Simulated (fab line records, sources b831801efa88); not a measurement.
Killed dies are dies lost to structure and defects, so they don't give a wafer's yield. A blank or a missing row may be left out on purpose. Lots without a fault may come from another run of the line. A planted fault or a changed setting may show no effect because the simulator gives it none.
fab line records | flow gf180mcu
record lots=7 wafers=21 last_day=34
route steps=602 shown M1@333 V1@335 PASSIVATION@602
lots that met no fault: from a run of the same line without faults
start_h: hours from the record's first day to the start of the lot's first wafer shown | wait_h: hours since the lot's step before | " the same as in the row above | L1.1+2: a row that stands for several wafers | - no value, or no start given | * or withheld: withheld | < > ~ a bound
route shown NAME@n: a module of which the file shows steps, and the number in the route of the first | usual: mean/standard deviation of fault-free wafers | same: alike in all rows | chamber/n: place in a boat | sites: the reading at each site | _std_site: their standard deviation | _edge_site: outer sites' mean less inner sites' | radius_mm: how far each site lies from the wafer's centre | mask NAME#n: copy n | behind: the tool/chamber that last shaped the wafer | hold: why the lot was held/for how many hours/how that ended | device: the transistor (n, p or np) that didn't switch | end of line: the same wafers' tests at the end of the route | a step without rows: its recipe alone | killed: dies lost to structure and defects at the first sort, not the wafer's yield | map: a wafer's dies, x killed, . not, _ none there
set.NAME: the setting as run; set.NAME@STEP: as run at that earlier step | model.NAME: the simulator's own value behind a step, which no gauge read
lots at some steps of the route; a table a step, a row a wafer
services: from which hour (start_h, from the record's first day; less than 0 if before it) a tool's chamber was out of use, for how many hours, and why
## steps
# step GF_M1_STRIP_18
# recipe chemistry=post_etch_residue_remover time_s=1200 temp_c=72.5
# step GF_M1_CLEAN_19
# recipe chemistry=DIW dry=n2_spin
# step GF_V1_CVD_00
# recipe material=SiO2 target_thk_nm=600 sigma_open_frac=0.3 temp_c=400 time_s=100 sih4_flow_sccm=60 pressure_mtorr=6
# step GF_V1_THK_MEAS_01
# recipe reads=SiO2_of_V1_CVD_00
# usual V1_CVD_00_THK=603/5.7
# columns lot.wafer tool chamber start_h wait_h V1_CVD_00_THK[nm]
L462.1 film_metro-02 - 456.10 0.0 608
L462.2 " - " " 614
L462.6 " - " " 604
L466.1 film_metro-01 - 485.16 0.0 615
L466.3 " - " " 605
L466.4 " - " " 606
L467.1 film_metro-01 - 495.79 0.0 609
L467.2 " - " " 601
L467.6 " - " " 597
L468.3 film_metro-03 - 501.94 0.1 607
L468.5 " - " " 601
L468.6 " - " " 597
L470.3 film_metro-02 - 518.97 0.1 595
L470.5 " - " " 600
L470.6 " - " " 608
L476.1 film_metro-01 - 566.57 0.0 604
L476.4 " - " " 606
L476.6 " - " " 591
L477.1 film_metro-01 - 571.92 0.0 599
L477.2 " - " " 602
L477.5 " - " " 594
# step GF_V1_CVD_02
# recipe material=SiO2 target_thk_nm=850 precursor=TEOS temp_c=400 time_s=94.851 rf_w=600
# usual heater_power_w=672/110
# columns lot.wafer tool chamber start_h wait_h heater_power_w
L462.1 pecvd-04 1 456.16 0.1 739
L462.2 " 0 " " 604
L462.6 " 1 " " 749
L466.1 pecvd-04 0 485.22 0.1 633
L466.3 " 2 " " 590
L466.4 " 0 " " 692
L467.1 pecvd-03 0 495.85 0.1 620
L467.2 " 1 " " 781
L467.6 " 0 " " 657
L468.3 pecvd-03 1 501.98 0.0 790
L468.5 " 1 " " 642
L468.6 " 0 " " 535
L470.3 pecvd-04 1 519.01 0.0 747
L470.5 " 0 " " 684
L470.6 " 2 " " 607
L476.1 pecvd-04 0 566.63 0.1 752
L476.4 " 0 " " 598
L476.6 " 2 " " 746
L477.1 pecvd-02 0 571.98 0.1 765
L477.2 " 2 " " 552
L477.5 " 0 " " 857
# step GF_V1_THK_MEAS_03
# recipe reads=SiO2_of_V1_CVD_02
# usual V1_CVD_02_THK=845/11
# columns lot.wafer tool chamber start_h wait_h V1_CVD_02_THK[nm]
L462.1 film_metro-01 - 456.23 0.0 850
L462.2 " - " " 833
L462.6 " - " " 870
L466.1 film_metro-02 - 485.29 0.0 842
L466.3 " - " " 830
L466.4 " - " " 855
L467.1 film_metro-02 - 495.92 0.0 839
L467.2 " - " " 828
L467.6 " - " " 854
L468.3 film_metro-03 - 502.07 0.1 826
L468.5 " - " " 843
L468.6 " - " " 858
L470.3 film_metro-03 - 519.10 0.1 841
L470.5 " - " " 842
L470.6 " - " " 832
L476.1 film_metro-03 - 566.70 0.0 843
L476.4 " - " " 846
L476.6 " - " " 832
L477.1 film_metro-02 - 572.05 0.0 824
L477.2 " - " " 824
L477.5 " - " " 851
# step GF_V1_CMP_04
# recipe material=SiO2 down_force_psi=4 platen_rpm=60 pad_velocity_m_s=0.94248
# usual motor_current_A=11.8/1.2 time_to_endpoint_s=79/5.4
# columns lot.wafer tool chamber start_h wait_h motor_current_A time_to_endpoint_s
L462.2 cmp-01 1 456.34 0.1 9.9 77
L462.1 " 3 " " 11.2 80
L462.6 " 0 " " 10.8 95
L466.1 cmp-02 3 485.35 0.1 11.8 74
L466.3 " 0 " " 13.5 73
L466.4 " 2 " " 10.8 81
L467.1 cmp-02 1 496.03 0.1 11.7 81
L467.2 " 3 " " 11.7 70
L467.6 " 0 " " 13.8 81
L468.3 cmp-01 0 502.44 0.4 10.9 81
L468.5 " 2 " " 13.1 76
L468.6 " 3 " " 11.1 81
L470.3 cmp-01 0 519.29 0.2 10.9 86
L470.6 " 1 " " 10.2 78
L470.5 " 2 " " 12.7 76
L476.1 cmp-01 1 566.76 0.1 9.6 83
L476.4 " 2 " " 13.4 80
L476.6 " 2 " " 13.1 73
L477.2 cmp-02 3 572.11 0.0 11.8 70
L477.1 " 1 " " 12.2 75
L477.5 " 3 " " 12.2 78
# step GF_V1_BOW_MEAS_05
# recipe mode=bow
# usual V1_BOW=81/7
# columns lot.wafer tool chamber start_h wait_h V1_BOW[um]
L462.1 film_metro-03 - 456.59 0.1 77
L462.2 " - " " 77
L462.6 " - " " 78
L466.1 film_metro-02 - 485.65 0.2 82
L466.3 " - " " 89
L466.4 " - " " 82
L467.1 film_metro-01 - 496.28 0.2 79
L467.2 " - " " 77
L467.6 " - " " 72
L468.3 film_metro-01 - 502.68 0.2 83
L468.5 " - " " 75
L468.6 " - " " 81
L470.3 film_metro-01 - 519.48 0.1 74
L470.5 " - " " 82
L470.6 " - " " 92
L476.1 film_metro-03 - 567.06 0.2 87
L476.4 " - " " 88
L476.6 " - " " 75
L477.1 film_metro-01 - 572.41 0.1 75
L477.2 " - " " 72
L477.5 " - " " 64
# step GF_V1_DEHYDRATE_06
# recipe temp_c=200 time_s=60
# step GF_V1_HMDS_07
# recipe prime_time_s=60 prime_temp_c=120
# step GF_V1_COAT_08
# recipe resist=BARC temp_c=withheld time_s=withheld spin_rpm=withheld resist_thk_nm=withheld
# step GF_V1_COAT_09
# recipe resist=KrF spin_rpm=withheld resist_thk_nm=1000
# step GF_V1_SOFTBAKE_10
# recipe temp_c=130 time_s=60 resist=KrF
# usual heater_power_total_W=93.05/0.057 plate_temp_C=130.03/0.13
# columns lot.wafer tool chamber start_h wait_h heater_power_total_W plate_temp_C
L462.1 litho_track-03 0 468 - 93.05 130.16
L462.2 " 0 469 - 93.01 130.05
L462.6 " 0 " " 93.09 130.00
L466.1 litho_track-03 0 497 - 93.05 130.01
L466.3 " 0 " " 93.11 130.03
L466.4 " 0 " " 93.06 130.11
L467.1 litho_track-03 0 508 - 81.09 117.21
L467.2 " 0 " " 81.12 117.15
L467.6 " 0 " " 81.20 117.10
L468.3 litho_track-03 0 514 - 81.24 116.91
L468.5 " 0 " " 81.21 117.14
L468.6 " 0 " " 81.17 117.00
L470.3 litho_track-03 0 531 - 81.20 117.07
L470.5 " 0 " " 81.20 116.91
L470.6 " 0 " " 81.20 116.92
L476.1 litho_track-02 0 578 - 93.08 129.98
L476.4 " 0 " " 92.92 129.93
L476.6 " 0 " " 93.09 130.01
L477.1 litho_track-02 0 582 - 93.01 129.94
L477.2 " 0 " " 93.12 129.97
L477.5 " 0 583 - 93.04 130.08
# step GF_V1_EXPOSE_11
# recipe mask_id=Via1 target_cd_nm=260 na=0.68 source_shape=conventional sigma_outer=0.6 dose_mj=38
# step GF_V1_PEB_12
# recipe peb_temp_c=135 peb_time_s=90 resist=KrF
# step GF_V1_DEVELOP_13
# recipe develop_time_s=60 resist=KrF dev_temp_c=21
# same develop_time_s=60
# columns lot.wafer tool chamber start_h wait_h model.KrF_of_V1_COAT_09.thk_nm
L462.1 litho_track-02 0 480.91 0.2 990.8
L462.2 " 0 " " 990.5
L462.6 " 0 " " 989.9
L466.1 litho_track-03 0 509.34 0.2 985.2
L466.3 " 0 " " 988.1
L466.4 " 0 " " 988.8
L467.1 litho_track-01 0 519.50 0.2 1003
L467.2 " 0 " " 1001
L467.6 " 0 " " 1002
L468.3 litho_track-01 0 526.20 0.1 1004
L468.5+6 " 0 " " 1005
L470.3 litho_track-02 0 542.26 0.1 1001
L470.5+6 " 0 " " 1005
L476.1 litho_track-03 0 588.24 0.2 984.9
L476.4 " 0 " " 983.5
L476.6 " 0 " " 983.8
L477.1 litho_track-01 0 593.05 0.2 985
L477.2 " 0 " " 986
L477.5 " 0 " " 986.2
# step GF_V1_CD_MEAS_14
# recipe target_cd_nm=260
# usual cd_nm=259.7/1.1
# columns lot.wafer tool chamber start_h wait_h cd_nm
L462.1 cd_sem-02 - 481.06 0.1 260.0
L462.2 " - " " 260.5
L462.6 " - " " 260.3
L466.1 cd_sem-02 - 509.49 0.1 258.4
L466.3 " - " " 259.6
L466.4 " - " " 258.4
L467.1 cd_sem-01 - 519.65 0.1 232.7
L467.2 " - " " 232.7
L467.6 " - " " 232.8
L468.3 cd_sem-02 - 526.34 0.1 234.9
L468.5 " - " " 233.8
L468.6 " - " " 234.1
L470.3 cd_sem-02 - 542.40 0.1 239.4
L470.5 " - " " 238.9
L470.6 " - " " 240.8
L476.1 cd_sem-02 - 588.39 0.1 259.6
L476.4 " - " " 261.6
L476.6 " - " " 259.7
L477.1 cd_sem-01 - 593.20 0.1 258.0
L477.2 " - " " 258.1
L477.5 " - " " 258.5
# step GF_V1_OVL_MEAS_15
# usual V1_OVL=-2/5.2
# columns lot.wafer tool chamber start_h wait_h V1_OVL[nm]
L462.1 overlay-01 - 481.18 0.1 -5
L462.2 " - " " -1
L462.6 " - " " -7
L466.1 overlay-01 - 509.61 0.1 3
L466.3 " - " " -3
L466.4 " - " " 1
L467.1 overlay-01 - 519.77 0.1 -10
L467.2 " - " " -9
L467.6 " - " " -12
L468.3 overlay-01 - 526.43 0.1 -7
L468.5 " - " " 1
L468.6 " - " " -3
L470.3 overlay-02 - 542.49 0.1 -6
L470.5 " - " " 0
L470.6 " - " " -4
L476.1 overlay-02 - 588.51 0.1 -2
L476.4 " - " " -1
L476.6 " - " " -2
L477.1 overlay-02 - 593.32 0.1 -1
L477.2 " - " " -7
L477.5 " - " " 2
# step GF_V1_ETCH_16
# recipe chemistry=N2/H2 target_depth_a=withheld overetch_a=withheld time_s=withheld target=BARC ion_energy_ev=200 source_w=500 bias_w=100 pressure_mtorr=30 n2_flow_sccm=100 h2_flow_sccm=200
# usual drypump_motor_current_A=5.9/0.51 h2_flow_sccm=199.9/0.59 oes_product_au=0.855/0.0052 throttle_valve_pct=13.225/0.0089
# columns lot.wafer tool chamber start_h wait_h drypump_motor_current_A h2_flow_sccm oes_product_au throttle_valve_pct model.V1.cd_nm
L462.1 rie_diel-02 3 481.22 0.0 5.4 200.6 0.853 13.228 260.9
L462.2 " 2 " " 6.3 199.0 0.859 13.217 259.7
L462.6 " 1 " " 6.3 199.8 0.856 13.229 259.9
L466.1 rie_diel-01 3 509.64 0.0 5.8 199.0 0.852 13.212 257.9
L466.3 " 0 " " 6.1 198.7 0.858 13.206 259.7
L466.4 " 2 " " 5.5 200.7 0.856 13.221 258.3
L467.1 rie_diel-02 0 519.81 0.0 6.3 199.5 0.850 13.233 232
L467.2 " 3 " " 5.4 200.2 0.861 13.231 232.2
L467.6 " 2 " " 6.3 199.0 0.863 13.228 231.7
L468.3 rie_diel-02 1 526.46 0.0 6.3 199.5 0.856 13.221 234.7
L468.5 " 0 " " 6.3 200.7 0.847 13.226 233.8
L468.6 " 3 " " 5.4 199.2 0.855 13.227 234.1
L470.3 rie_diel-04 0 542.52 0.0 4.9 199.7 0.856 13.232 240
L470.5 " 3 " " 6.4 199.6 0.855 13.210 239.7
L470.6 " 2 " " 6.6 199.8 0.851 13.239 242.1
L476.1 rie_diel-02 0 588.54 0.0 6.3 200.7 0.855 13.220 259
L476.4 " 2 " " 6.3 199.5 0.857 13.229 259.5
L476.6 " 1 " " 6.3 200.4 0.858 13.239 259.5
L477.1 rie_diel-04 2 593.36 0.0 6.6 200.5 0.858 13.228 259.2
L477.2 " 0 " " 4.9 200.7 0.857 13.219 258
L477.5 " 3 " " 6.4 201.1 0.857 13.237 259
# step GF_V1_ETCH_17
# recipe chemistry=C4F8/O2/Ar mask_material=KrF target=SiO2 stop_on=TiN source_w=1500 bias_w=1200 pressure_mtorr=40 c4f8_flow_sccm=withheld O2_flow_sccm=6 Ar_flow_sccm=300 time_s=withheld target_depth_a=6300
# usual oes_product_au=0.856/0.0049
# columns lot.wafer tool chamber start_h wait_h oes_product_au model.V1.cd_nm
L462.1 rie_diel-02 1 - - 0.857 260.6
L462.2 " 2 " " 0.860 259.6
L462.6 " 3 " " 0.850 259.8
L466.1 rie_diel-01 3 - - 0.853 257.6
L466.3 " 0 " " 0.855 259.7
L466.4 " 2 " " 0.854 258.3
L467.1 rie_diel-02 0 - - 0.851 230.7
L467.2 " 3 " " 0.857 232.2
L467.6 " 2 " " 0.849 232
L468.3 rie_diel-02 1 - - 0.862 234.4
L468.5 " 0 " " 0.858 232.3
L468.6 " 3 " " 0.855 234.2
L470.3 rie_diel-04 0 - - 0.865 239.4
L470.5 " 3 " " 0.858 239.7
L470.6 " 2 " " 0.861 242.5
L476.1 rie_diel-02 0 - - 0.849 258
L476.4 " 2 " " 0.853 258.9
L476.6 " 1 " " 0.853 259.7
L477.1 rie_diel-04 2 - - 0.854 259.5
L477.2 " 0 " " 0.855 257.2
L477.5 " 3 " " 0.862 259.2
# step GF_V1_STRIP_18
# recipe chemistry=O2/N2 power_w=1400 pressure_mtorr=1500 platen_temp_c=250 o2_flow_sccm=3000 n2_flow_sccm=300 overash_fraction=0.5
# usual drypump_motor_current_A=5.9/0.33 heater_power_w=320/42 oes_product_au=0.592/0.0043
# columns lot.wafer tool chamber start_h wait_h drypump_motor_current_A heater_power_w oes_product_au rf_hours_counter_h
L462.1 plasma_asher-01 1 481.35 - 5.7 356 0.593 72
L462.2 " 0 " " 5.8 250 0.597 72
L462.6 " 1 " " 5.7 355 0.598 -
L466.1 plasma_asher-02 0 509.77 - 6.4 285 0.592 37
L466.3 " 0 " " 6.4 284 0.591 -
L466.4 " 1 " " 5.6 331 0.591 -
L467.1 plasma_asher-03 0 519.94 - 5.7 355 0.601 89
L467.2 " 1 " " 6.3 349 0.593 89
L467.6 " 0 " " 5.6 359 0.597 -
L468.3 plasma_asher-02 1 526.62 - 5.6 312 0.598 -
L468.5 " 1 " " 5.6 319 0.606 -
L468.6 " 0 " " 6.4 293 0.603 -
L470.3 plasma_asher-02 0 542.68 - 6.4 284 0.603 -
L470.5 " 1 " " 5.6 327 0.609 -
L470.6 " 0 " " 6.4 282 0.598 -
L476.1 plasma_asher-01 1 588.67 - 5.6 360 0.593 84
L476.4 " 1 " " 5.7 358 0.592 -
L476.6 " 1 " " 5.7 356 0.595 -
L477.1 plasma_asher-02 0 593.48 - 6.4 282 0.592 46
L477.2 " 1 " " 5.7 325 0.588 46
L477.5 " 1 " " 5.7 322 0.593 -
# step GF_PASSIVATION_PROBE_99
# columns lot.wafer tool chamber start_h wait_h model.etest.via1_chain.rc_ohm
L462.1 prober-02 - 727.95 0.1 6.505
L462.2 prober-02 - 728.00 0.1 6.471
L462.6 prober-02 - 728.20 0.2 6.384
L466.1 prober-02 - 749.79 0.1 6.447
L466.3 prober-02 - 749.89 0.2 6.46
L466.4 prober-02 - 749.94 0.2 6.456
L467.1 prober-01 - 755.36 0.1 7.738
L467.2 prober-01 - 755.41 0.1 8.11
L467.6 prober-01 - 755.61 0.2 8.183
L468.3 prober-02 - 760.80 0.2 7.974
L468.5 prober-02 - 760.90 0.2 7.894
L468.6 prober-02 - 760.95 0.2 7.713
L470.3 prober-02 - 773.56 0.2 7.607
L470.5 prober-02 - 773.66 0.2 7.175
L470.6 prober-02 - 773.71 0.2 7.183
L476.1 prober-02 - 806.40 0.1 6.131
L476.4 prober-02 - 806.55 0.2 6.383
L476.6 prober-02 - 806.65 0.2 6.514
L477.1 prober-01 - 808.41 0.1 6.389
L477.2 prober-01 - 808.46 0.1 6.611
L477.5 prober-01 - 808.61 0.2 6.412
# killed by level:class
L462.1 CONTACT:geometric_particle:open=7 V2:geometric_particle:open=6 STI:geometric_particle:short=3 V1:geometric_particle:open=3 V1:geometric_particle:short=3 V4:geometric_particle:open=3 STI:geometric_particle:open=2 M3:geometric_particle:short=2
L462.2 CONTACT:geometric_particle:open=7 V1:geometric_particle:open=5 V3:geometric_particle:open=5 V4:geometric_particle:open=4 M4:geometric_particle:short=3 V5:geometric_particle:open=3 STI:geometric_particle:short=2 POLY_GATE:geometric_particle:open=2
L462.6 CONTACT:geometric_particle:open=7 V1:geometric_particle:open=6 V3:geometric_particle:open=6 V5:geometric_particle:open=4 M3:geometric_particle:short=3 V4:geometric_particle:open=3 M1:geometric_particle:short=2 V2:geometric_particle:short=2
L466.1 CONTACT:geometric_particle:open=9 V5:geometric_particle:open=5 V2:geometric_particle:open=3 M5:geometric_particle:short=3 STI:geometric_particle:open=2 POLY_GATE:geometric_particle:short=2 CONTACT:geometric_particle:short=2 M1:geometric_particle:short=2
L466.3 V1:geometric_particle:open=6 V2:geometric_particle:open=5 STI:geometric_particle:open=4 V3:geometric_particle:open=4 CONTACT:geometric_particle:short=2 M5:geometric_particle:short=2 CONTACT:geometric_particle:open=2 V2:geometric_particle:short=2
L466.4 V3:geometric_particle:open=6 V1:geometric_particle:open=5 V5:geometric_particle:open=5 V2:geometric_particle:short=4 CONTACT:geometric_particle:open=3 V2:geometric_particle:open=3 V5:geometric_particle:short=3 STI:geometric_particle:open=2
L470.3 V1:geometric_particle:short=4 V1:geometric_particle:open=4 M3:geometric_particle:short=4 V5:geometric_particle:open=4 STI:geometric_particle:open=3 M2:geometric_particle:short=3 V2:geometric_particle:open=3 M4:geometric_particle:short=3
L470.5 V1:geometric_particle:open=7 V2:geometric_particle:short=5 STI:geometric_particle:open=3 STI:geometric_particle:short=3 CONTACT:geometric_particle:short=3 V1:geometric_particle:short=3 V5:geometric_particle:open=3 M2:geometric_particle:short=2
L470.6 V3:geometric_particle:open=7 V1:geometric_particle:short=5 V2:geometric_particle:open=5 V5:geometric_particle:open=5 STI:geometric_particle:open=3 SALICIDE:geometric_particle:open=3 V4:geometric_particle:open=3 V3:geometric_particle:short=3
L476.1 M1:geometric_particle:short=5 V4:geometric_particle:open=4 STI:geometric_particle:short=3 CONTACT:geometric_particle:open=3 V3:geometric_particle:open=3 STI:geometric_particle:open=2 CONTACT:geometric_particle:short=2 V1:geometric_particle:open=2
L476.4 V1:geometric_particle:open=7 CONTACT:geometric_particle:open=6 V3:geometric_particle:open=6 V2:geometric_particle:open=3 M5:geometric_particle:short=3 V5:geometric_particle:open=3 STI:geometric_particle:short=2 V4:geometric_particle:short=2
L476.6 CONTACT:geometric_particle:open=5 V5:geometric_particle:open=5 V1:geometric_particle:short=4 V1:geometric_particle:open=3 M2:geometric_particle:short=3 V2:geometric_particle:open=3 V3:geometric_particle:open=3 STI:geometric_particle:open=2
L477.1 V4:geometric_particle:short=6 CONTACT:geometric_particle:short=4 V3:geometric_particle:open=4 STI:geometric_particle:short=3 CONTACT:geometric_particle:open=3 V1:geometric_particle:short=3 V2:geometric_particle:short=3 V4:geometric_particle:open=3
L477.2 CONTACT:geometric_particle:open=9 STI:geometric_particle:short=4 CONTACT:geometric_particle:short=4 V1:geometric_particle:open=4 STI:geometric_particle:open=3 V2:geometric_particle:open=3 V3:geometric_particle:short=3 M1:geometric_particle:short=2
L477.5 CONTACT:geometric_particle:open=10 V1:geometric_particle:open=7 V5:geometric_particle:short=6 STI:geometric_particle:open=3 V4:geometric_particle:open=3 STI:geometric_particle:short=2 M1:geometric_particle:short=2 M2:geometric_particle:short=2
## services
# columns tool chamber start_h hours kind
pecvd-04 0 458.71 8.4 repair
cmp-02 - 461.91 3.0 repair
pecvd-04 2 464.07 18.4 repair
cmp-02 - 469.86 0.3 repair
cmp-02 - 472.93 0.4 repair
cmp-01 - 484.61 3.4 repair
rie_diel-04 2 500.08 15.3 repair
cmp-01 - 509.36 8.2 pm
rie_diel-04 1 515.37 - clean
rie_diel-04 1 515.37 33.1 scheduled_down
plasma_asher-01 - 519.76 6.1 repair
rie_diel-01 0 531.24 6.4 repair
rie_diel-02 0 534.27 4.5 repair
rie_diel-01 0 541.61 8.6 repair
pecvd-04 0 544.29 5.6 repair
rie_diel-01 3 553.27 5.4 repair
cmp-01 - 572.13 4.0 pm
rie_diel-02 0 573.08 6.1 repair
cmp-02 - 577.47 6.2 pm
rie_diel-02 3 579.14 - clean
rie_diel-02 3 579.14 25.1 scheduled_down
rie_diel-02 3 579.14 25.1 vent_cycle
plasma_asher-03 - 586.01 2.2 repair
pecvd-02 - 591.12 14.0 pm
## key
first_sign step=GF_V1_SOFTBAKE_10 reading=heater_power_total_W direction=down sigmas=99+ usual=93.05 struck=81.18
effect step=GF_V1_SOFTBAKE_10 reading=plate_temp_C direction=down sigmas=99+ usual=* struck=*
effect step=GF_V1_CD_MEAS_14 reading=cd_nm direction=down sigmas=22 usual=259.7 struck=235.6 through=control_loop
model_effect step=GF_V1_DEVELOP_13 value=KrF_of_V1_COAT_09.thk_nm without=986.4 struck=1004
model_effect step=GF_V1_ETCH_16 value=V1.cd_nm without=258.9 struck=235.6
model_effect step=GF_V1_ETCH_17 value=V1.cd_nm without=258.6 struck=235.3
model_effect step=GF_PASSIVATION_PROBE_99 value=etest.via1_chain.rc_ohm without=6.456 struck=7.731
met_at GF_V1_SOFTBAKE_10
struck_wafers L467.1,L467.2,L467.6,L468.3,L468.5,L468.6,L470.3,L470.5,L470.6
sort_left_out L467.1,L467.2,L467.6,L468.3,L468.5,L468.6
loop_trim step=GF_V1_EXPOSE_11 setting=dose lots=L470
onset_between 497 508
fault kind=process_parameter_drift tool=litho_track-03 chamber=- onset_h=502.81 steps=GF_V1_SOFTBAKE_10 channel=temp_c offset=* shape=step end_h=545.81 acts_in=* stated=*
# sort_left_out: the simulated sort isn't trusted on such a fault, so these wafers' sort isn't shown, and their yield isn't known
# loop_trim: a control loop set the setting to another value than it would have without faults
